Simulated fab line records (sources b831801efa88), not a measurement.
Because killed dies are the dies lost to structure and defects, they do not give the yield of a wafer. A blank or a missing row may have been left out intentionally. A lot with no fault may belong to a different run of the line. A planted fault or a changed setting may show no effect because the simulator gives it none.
Which tool is to blame? :: flow gf180mcu :: at 1 step of a route of 602, 7 lots with 21 wafers sampled

## WHAT THE GAUGES READ, wafer by wafer
GF_PSD_RS_MEAS_14: measures by four-point-probe.
lot: L266
measured: day 15 13:11
on: film-metro-04
NSD_RS (ohm/sq): 46.09 46.06 46.14

lot: L269
measured: day 16 02:54
on: film-metro-02
NSD_RS (ohm/sq): 46.04 46.10 46.06

lot: L276
measured: day 18 14:02
on: film-metro-02
NSD_RS (ohm/sq): 46.20 46.16 46.26

lot: L279
measured: day 19 17:18
on: film-metro-02
NSD_RS (ohm/sq): 46.19 46.15 46.18

lot: L281
measured: day 20 14:40
on: film-metro-02
NSD_RS (ohm/sq): 46.06 45.97 46.09

lot: L283
measured: day 21 08:17
on: film-metro-03
NSD_RS (ohm/sq): 46.13 46.09 46.12

lot: L286
measured: day 22 03:19
on: film-metro-04
NSD_RS (ohm/sq): 46.14 46.08 46.01

## WHICH TOOL RAN EACH LOT (tool, then ch and the chambers of the sampled wafers, then the start)
There is no process step in the record ahead of these readings.

## THE ANSWER, worked out from the rows above alone
Rule: the lots themselves supply what counts as usual. The widest of any qualifying gaps counts: lots, ordered by their means at a reading, are off when they make up no more than a third of the lots, leave a main group of 4 or more, and stand apart from it by 3 or more times the standard deviation of that group's means. If all means in a main group match to the digits the tables above print for the reading, that group is not used. A lot without any number at a reading at which 4 lots or more have one is off too. Any other lot the step has rows for is counted as sound.
No lot is off at any reading shown: from this, nothing can be told.

## WHAT THE SIMULATOR HAD PUT IN
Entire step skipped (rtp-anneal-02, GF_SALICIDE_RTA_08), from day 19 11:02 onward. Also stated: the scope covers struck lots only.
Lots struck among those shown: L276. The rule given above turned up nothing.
